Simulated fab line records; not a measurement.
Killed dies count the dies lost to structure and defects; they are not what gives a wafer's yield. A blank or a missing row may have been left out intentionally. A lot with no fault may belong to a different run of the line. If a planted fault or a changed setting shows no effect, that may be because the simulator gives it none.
Problem report in the 8D (eight disciplines) form, filled by code || flow sky130 || the parts of the form that need people (team, actions taken, sign-off) are left out

== 1. THE PROBLEM ==
Mean PWDE_TW at SKY_PWDE_TW_MEAS_10: 189.5 over 6 wafers in 2 lots; fault-free wafers: 371.6, standard deviation 2. Measured from the usual mean, that is -91 standard deviations.
Earliest sighting: wafer L197.1 on film metro-01 at day 6 11:01. The record has a number at this step for 33 wafers belonging to 11 lots. By rule, "out" or "out of limits" means more than 4 standard deviations away from the usual mean. The rest of the wafers with a number are treated as sound.

== 2. WHAT IT IS AND WHAT IT IS NOT ==
{"question": "which readings at this step", "is": "PWDE_TW", "is not": "-"}
{"question": "which lots", "is": "L197, L198", "is not": "L188, L190, L193, L194, L195, L196, L204, L207, L209"}
{"question": "which wafers of those lots", "is": "all that have a number", "is not": "-"}
{"question": "read on which gauges", "is": "film metro-01, film metro-03", "is not": "film metro-02"}
{"question": "when", "is": "from day 6 11:01", "is not": "up to then (18 sound wafers); but 9 sound wafers of L204, L207, L209 came after"}

== 3. THE SUSPECTS, EACH WITH WHAT RULES IT OUT ==
Counting: a tool at a process step up to the reading stays a suspect if it ran every lot that is out and no sound lot after the first of them.
- the gauge at SKY_PWDE_TW_MEAS_10: ruled out. The wafers that are out were read on 2 gauges (film metro-01, film metro-03).
- implanter-02 at SKY_PWDE_IMPLANT_08: kept. It processed each lot that is out, first L197 at day 6 10:46, and no sound lot thereafter; up to then, the last sound lot it processed was L195 at day 5 16:20. Its own readings are out on those wafers: dose ions cm2, faraday current uA.
Left after counting: implanter-02 at SKY_PWDE_IMPLANT_08.

== 4. THE CAUSE (what the simulator had put in) ==
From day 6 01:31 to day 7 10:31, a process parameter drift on implanter-02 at SKY_PWDE_IMPLANT_08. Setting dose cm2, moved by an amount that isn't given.
Only this tool survived the counting.

== 5. THE EFFECT CHAIN, in route order ==
One row per reading whose mean, taken over the struck wafers that have a number, lies over 3 standard deviations from the usual. Only readings for which the record gives a usual standard deviation are gone through. hours: the time from each lot's start at the first step in this table that gives one to its start at this step, as a median over the lots. sigmas: the change in usual standard deviations.
{"hours": 0, "step": "SKY_PWDE_IMPLANT_08", "reading": "dose ions cm2", "usual": 3.6e+12, "on struck wafers": 3.6e+11, "change": -3.2e+12, "sigmas": "-99 or more"}
{"hours": 0, "step": "SKY_PWDE_IMPLANT_08", "reading": "faraday current uA", "usual": 20.3, "on struck wafers": 2.0, "change": -18.2, "sigmas": -41}
{"hours": 0, "step": "SKY_PWDE_TW_MEAS_10", "reading": "PWDE_TW", "usual": 371.6, "on struck wafers": 189.5, "change": -182.1, "sigmas": -91}
Here are the process steps it includes:
- SKY_PWDE_IMPLANT_08
Readings that are blank on the struck wafers while sound wafers have them: PWDE_RS at SKY_NWELL_RS_MEAS_31.
Later measuring or inspecting steps at which every struck wafer that the step has a row for has a number for every such reading, and none has moved that far: SKY_LOCAL_INTERCONNECT_THK_MEAS_02.

== 6. HOW IT WOULD HAVE BEEN CAUGHT EARLIER ==
9 hours passed between the start of the fault at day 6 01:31 and the first reading out of limits at a measuring or inspecting step in this record, taken at day 6 11:01.
The tool's own readings at SKY_PWDE_IMPLANT_08 were out on every struck wafer that the step has a row for (dose ions cm2, faraday current uA): an alarm limit on them would have fired on the first of those.
Of the lots that are out (2), L198 began SKY_PWDE_IMPLANT_08 on implanter-02 after day 6 11:01. A tool hold placed at that time would have kept it from harm.
